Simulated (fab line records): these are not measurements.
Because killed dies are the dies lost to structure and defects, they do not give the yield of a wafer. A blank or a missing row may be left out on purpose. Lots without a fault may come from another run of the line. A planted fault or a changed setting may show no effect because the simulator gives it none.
What tool caused it? / flow sky130 / 6 lots, 18 wafers sampled, at 2 steps of a route of 708

## WHAT THE GAUGES READ, wafer by wafer
SKY_POLY_GATE_CD_MEAS_13 targets a cd of 150 nm.
lot=L394; measured=day 16 03:37; on=cd-sem-02; cd-nm (nm)=151.3 151.2 152.0
lot=L398; measured=day 17 11:43; on=cd-sem-02; cd-nm (nm)=149.1 149.4 148.7
lot=L400; measured=day 18 22:37; on=cd-sem-02; cd-nm (nm)=148.4 146.8 147.9
lot=L402; measured=day 19 05:09; on=cd-sem-02; cd-nm (nm)=149.2 149.1 148.3
lot=L407; measured=day 21 14:53; on=cd-sem-02; cd-nm (nm)=151.1 150.8 151.0
lot=L413; measured=day 22 21:41; on=cd-sem-01; cd-nm (nm)=173.1 172.8 173.5

## TOOL THAT RAN EACH LOT (tool first, then ch and the chambers of the sampled wafers, then the start)
lot=L394; SKY_POLY_GATE_EXPOSE_10=krf-scanner-01 ch 0, day 15 13:32
lot=L398; SKY_POLY_GATE_EXPOSE_10=krf-scanner-01 ch 0, day 16 20:49
lot=L400; SKY_POLY_GATE_EXPOSE_10=krf-scanner-02 ch 0, day 18 08:29
lot=L402; SKY_POLY_GATE_EXPOSE_10=krf-scanner-02 ch 0, day 18 14:55
lot=L407; SKY_POLY_GATE_EXPOSE_10=krf-scanner-01 ch 0, day 20 23:51
lot=L413; SKY_POLY_GATE_EXPOSE_10=krf-scanner-02 ch 0, day 22 06:51
- SKY_POLY_GATE_EXPOSE_10: exposes mask P1M, target cd 150 nm.

## THE ANSWER, worked out from the rows above alone
Rule: usual is defined by the lots themselves. Put in order of their means at a reading, lots are off if they are a third of the lots or fewer, leave a main group of 4 or more, and stand apart from it by a gap of 3 or more times the standard deviation of the main group's means; of several such gaps the widest counts. Not used: any main group whose means are identical at the precision the tables above print for the reading. Also off: a lot with no number at a reading for which 4 or more lots have one. The other lots that the step has rows for count as sound.
Off: L413 (SKY_POLY_GATE_CD_MEAS_13, cd-nm). Main group: mean 149.6 nm, sd 1.4.
If a tool, at a process step before that reading, ran all the lots that are off and no sound lot after the first of them, it fits. The gauges at SKY_POLY_GATE_CD_MEAS_13 are tried like those tools. 2 tools fit, krf-scanner-02 at SKY_POLY_GATE_EXPOSE_10 and cd-sem-01 at SKY_POLY_GATE_CD_MEAS_13, so this cannot tell which one it is.

## WHAT WAS PUT IN BY THE SIMULATOR
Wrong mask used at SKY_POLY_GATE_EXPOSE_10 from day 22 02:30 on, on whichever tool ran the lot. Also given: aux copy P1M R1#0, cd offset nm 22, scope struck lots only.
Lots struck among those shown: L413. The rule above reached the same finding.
